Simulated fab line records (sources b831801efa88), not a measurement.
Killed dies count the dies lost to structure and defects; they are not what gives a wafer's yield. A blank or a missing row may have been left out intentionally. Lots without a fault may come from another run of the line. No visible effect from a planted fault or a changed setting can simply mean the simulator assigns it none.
Comparing a struck lot with a sound one -- flow sky130 -- 15 steps out of a route of 708
Sound: the wafers L160.1, L160.5, L160.6. The struck wafers were L168.3, L168.4, L168.5. The cause is given at the end.
Per side, at each step with rows, come the tool, then ch with its chambers, and then its first start. Under that, the readings that differ: sound wafers -- struck wafers -- difference of the means -- sigmas: that difference in standard deviations of wafers without a fault.
alike: a reading whose means differ by less than 2 such deviations, as well as words and numbers matching on both sides. not compared: withheld readings; readings where some wafer has no value; bounds like >300 that might hide an equal value; numbers whose values overlap and for which the record gives no deviation.
A row with sigmas, a row that says differs or no value, or rows on one side alone: a step with any of these is where the two part. Numbers that have no deviation but don't overlap get no sigmas and don't part them. Lack of a reading on every wafer of one side parts them only where that side has two or more wafers.

first, 4 steps without rows for these wafers: SKY_PASSIVATION_SOFTBAKE_07; SKY_PASSIVATION_EXPOSE_08 (exposes mask NSM, target cd 3000 nm); SKY_PASSIVATION_PEB_09; SKY_PASSIVATION_DEVELOP_10 (develop time 60 s).
SKY_PASSIVATION_ETCH_11: etches the open film in CF4/O2, stops on AlCu, target depth 725 nm, time 161.1 s.
  sound on rie_diel-03 ch 1,2,3, day 45 23:44; struck on rie_diel-04 ch 0,3, day 47 19:59
  alike: drypump_motor_current_A, oes_product_au, throttle_valve_pct
  not compared: rf_hours_counter_h
SKY_PASSIVATION_STRIP_12: strips in O2/N2.
  sound on plasma_asher-01 ch 0,1, day 45 23:50; struck on plasma_asher-01 ch 0,1, day 47 20:07
  alike: drypump_motor_current_A, oes_product_au, strip_time_to_endpoint_s
  not compared: rf_hours_counter_h
then, 6 steps without rows for these wafers: SKY_PAD_OPEN_DEHYDRATE_00 (time 60 s); SKY_PAD_OPEN_HMDS_01 (prime time 60 s); SKY_PAD_OPEN_COAT_02 (resist thk 3000 nm); SKY_PAD_OPEN_SOFTBAKE_03; SKY_PAD_OPEN_EXPOSE_04 (exposes mask PDM, target cd 60000 nm); SKY_PAD_OPEN_PEB_05.
SKY_PAD_OPEN_DEVELOP_06: develop time 60 s.
  sound on litho_track-01 ch 0, day 46 21:00; struck on litho_track-04 ch 0, day 48 14:00
reading,sound,struck,difference,sigmas
developer_temp_C (C),22.95 22.80 22.97,23.86 23.84 23.85,+0.94,+9
  alike: resist_line_temp_C
SKY_PAD_OPEN_ETCH_07: etches the open film in CF4/O2, stops on AlCu, target depth 725 nm, time 154 s.
  sound on rie_diel-04 ch 0,1,3, day 46 21:32; struck on rie_diel-04 ch 0,2,3, day 48 14:56
  alike: drypump_motor_current_A, oes_product_au, throttle_valve_pct
  not compared: rf_hours_counter_h
SKY_PAD_OPEN_PROBE_99:
  the record has rows for the sound wafers here (prober-02, day 46 23:58) and none for the struck ones

## WHERE THEY PART
Last at SKY_PAD_OPEN_PROBE_99 as far as this record goes, first at SKY_PAD_OPEN_DEVELOP_06.

WHY: the cause the simulator had injected
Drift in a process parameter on litho_track-04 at SKY_PAD_OPEN_DEVELOP_06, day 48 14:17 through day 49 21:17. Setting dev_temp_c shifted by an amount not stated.
